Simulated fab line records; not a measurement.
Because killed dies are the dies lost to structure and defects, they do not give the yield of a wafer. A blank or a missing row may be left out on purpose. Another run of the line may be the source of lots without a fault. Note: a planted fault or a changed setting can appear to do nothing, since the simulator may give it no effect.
Which tool is to blame? + flow sky130 + 39 wafers from 13 lots sampled at 4 of the route's 708 steps

## WHAT EACH GAUGE READ, for each wafer
SKY_NWELL_RS_MEAS_31: measurement is done with a four-point probe. Usual: PWDE_RS 5274 ohm/sq, standard deviation 16.
| lot  | measured     | on            | PWDE_RS (ohm/sq) | flag |
|------|--------------|---------------|------------------|------|
| L637 | day 5 04:18  | film-metro-01 | 5264 5263 5269   |      |
| L638 | day 6 02:20  | film-metro-02 | 5267 5265 5255   |      |
| L641 | day 6 08:38  | film-metro-02 | 5266 5257 5283   |      |
| L640 | day 6 08:52  | film-metro-03 | 5274 5298 5301   |      |
| L642 | day 6 12:42  | film-metro-01 | 5263 5276 5251   |      |
| L643 | day 6 18:38  | film-metro-03 | 5285 5259 5284   |      |
| L644 | day 7 00:36  | film-metro-03 | 5253 5250 5243   |      |
| L646 | day 7 14:31  | film-metro-02 | 5269 5286 5291   |      |
| L652 | day 9 23:44  | film-metro-03 | 5271 5286 5277   |      |
| L656 | day 10 07:16 | film-metro-01 | 5276 5260 5269   |      |
| L659 | day 10 21:23 | film-metro-03 | 5268 5269 5274   |      |
| L658 | day 10 21:48 | film-metro-02 | 5272 5272 5268   |      |
| L660 | day 11 10:12 | film-metro-03 | 5263 5267 5250   |      |

SKY_VT_ADJUST_LVTN_TW_MEAS_21. Usual: VT_ADJUST_LVTN_2_TW 190.3, standard deviation 1.8.
| lot  | measured     | on            | VT_ADJUST_LVTN_2_TW | flag |
|------|--------------|---------------|---------------------|------|
| L637 | day 7 12:17  | film-metro-01 | 190.6 190.1 190.9   |      |
| L638 | day 8 12:00  | film-metro-04 | 190.6 189.9 190.7   |      |
| L641 | day 8 19:20  | film-metro-02 | 190.5 191.3 189.4   |      |
| L640 | day 8 20:22  | film-metro-01 | 192.3 191.8 191.3   |      |
| L642 | day 9 01:23  | film-metro-02 | 189.7 189.1 189.6   |      |
| L643 | day 9 08:29  | film-metro-04 | 190.7 191.2 191.1   |      |
| L644 | day 9 14:05  | film-metro-02 | 188.7 188.8 188.9   |      |
| L646 | day 10 08:08 | film-metro-01 | 192.0 191.7 191.5   |      |
| L652 | day 12 20:44 | film-metro-01 | 191.7 191.9 192.7   |      |
| L656 | day 13 03:16 | film-metro-01 | 192.9 190.6 191.1   |      |
| L659 | day 13 23:10 | film-metro-04 | 188.1 185.9 187.3   |      |
| L658 | day 13 23:29 | film-metro-02 | 190.7 189.7 191.2   |      |
| L660 | day 14 15:05 | film-metro-04 | 186.6 187.0 185.8   |      |

SKY_SONOS_ONO_THK_MEAS_01. Usual: SONOS_ONO_OXIDATION_THK 2.59 nm, standard deviation 0.064.
| lot  | measured     | on            | SONOS_ONO_OXIDATION_THK (nm) | flag |
|------|--------------|---------------|------------------------------|------|
| L637 | day 11 05:19 | film-metro-03 | 2.59 2.58 2.67               |      |
| L638 | day 12 09:46 | film-metro-03 | 2.57 2.68 2.63               |      |
| L641 | day 12 14:26 | film-metro-01 | 2.60 2.59 2.55               |      |
| L640 | day 12 19:03 | film-metro-01 | 2.48 2.48 2.49               |      |
| L642 | day 13 00:17 | film-metro-04 | 2.61 2.65 2.64               |      |
| L643 | day 13 05:20 | film-metro-01 | 2.51 2.52 2.45               |      |
| L644 | day 13 15:30 | film-metro-03 | 2.50 2.53 2.45               |      |
| L646 | day 14 09:33 | film-metro-01 | 2.56 2.49 2.54               |      |
| L652 | day 17 12:13 | film-metro-01 | 2.68 2.73 2.74               |      |
| L656 | day 17 20:16 | film-metro-03 | 2.67 2.67 2.65               |      |
| L659 | day 18 20:26 | film-metro-04 | 2.69 2.66 2.60               |      |
| L658 | day 18 21:00 | film-metro-01 | 2.59 2.64 2.66               |      |
| L660 | day 19 14:30 | film-metro-04 | 2.68 2.72 2.69               |      |

## TOOL THAT RAN EACH LOT (tool first, then ch and the chambers of the sampled wafers, then the start)
| lot  | SKY_SONOS_TUNNEL_WET_ETCH_10    |
|------|---------------------------------|
| L637 | wet-bench-01 ch 2, day 11 00:21 |
| L638 | wet-bench-04 ch 3, day 12 07:18 |
| L641 | wet-bench-01 ch 2, day 12 12:23 |
| L640 | wet-bench-02 ch 2, day 12 15:35 |
| L642 | wet-bench-04 ch 0, day 12 22:35 |
| L643 | wet-bench-02 ch 0, day 13 03:35 |
| L644 | wet-bench-02 ch 1, day 13 11:53 |
| L646 | wet-bench-04 ch 1, day 14 07:08 |
| L652 | wet-bench-04 ch 2, day 17 09:32 |
| L656 | wet-bench-02 ch 1, day 17 17:42 |
| L659 | wet-bench-01 ch 3, day 18 18:44 |
| L658 | wet-bench-01 ch 3, day 18 19:02 |
| L660 | wet-bench-01 ch 2, day 19 11:09 |
- SKY_SONOS_TUNNEL_WET_ETCH_10: etches SiO2 in dHF, target depth 14 nm, time 280 s.

## AS READ BY THE TOOLS THEMSELVES (means over the sampled wafers that have a number; for cases with no such wafer, the mark the record gives instead)
SKY_SONOS_TUNNEL_WET_ETCH_10. Usual: 308 s for run-length-s, sd 3.7.
| lot  | tool         | run-length-s (s) | flag |
|------|--------------|------------------|------|
| L637 | wet-bench-01 | 305              |      |
| L638 | wet-bench-04 | 307              |      |
| L641 | wet-bench-01 | 305              |      |
| L640 | wet-bench-02 | 306              |      |
| L642 | wet-bench-04 | 306              |      |
| L643 | wet-bench-02 | 304              |      |
| L644 | wet-bench-02 | 313              |      |
| L646 | wet-bench-04 | 306              |      |
| L652 | wet-bench-04 | 113              | OFF  |
| L656 | wet-bench-02 | 306              |      |
| L659 | wet-bench-01 | 312              |      |
| L658 | wet-bench-01 | 312              |      |
| L660 | wet-bench-01 | 305              |      |

## THE ANSWER, worked out from the rows above alone
Rule: a lot counts as off when the mean over its wafers that have a number is more than 3 standard deviations away from the usual mean. A lot without any number at a reading at which 4 lots or more have one is off too. Where the step has rows for the other lots, those lots are counted as sound. First the gauges in route order, then the tools' own readings, where a lot's mean is used as printed above. At the first step where some lot is off, the reading lying furthest off is the one used; lots without a number count as furthest.
Off, at SKY_SONOS_TUNNEL_WET_ETCH_10 on run-length-s: L652.
A tool fits if, at that step or a process step before it, it ran every lot that is off, and no sound lot after the first of them. One fits: wet-bench-04 at SKY_SONOS_TUNNEL_WET_ETCH_10. A fault onset in the window from L646 (day 14 07:08, its last sound lot) to L652 (day 17 09:32, its first lot off) fits.
The tool's own readings at SKY_SONOS_TUNNEL_WET_ETCH_10 bear it out: on the lots that are off they differ by more than 5 times the standard deviation of the sound lots' means. run-length-s reads 113 s there against 307 s on the sound lots.

## WHAT HAD BEEN PUT IN BY THE SIMULATOR
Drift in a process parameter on wet-bench-04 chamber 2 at SKY_SONOS_TUNNEL_WET_ETCH_10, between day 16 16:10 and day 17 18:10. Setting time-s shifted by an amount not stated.
Struck lots among those shown: L652. Same finding as the rule above.
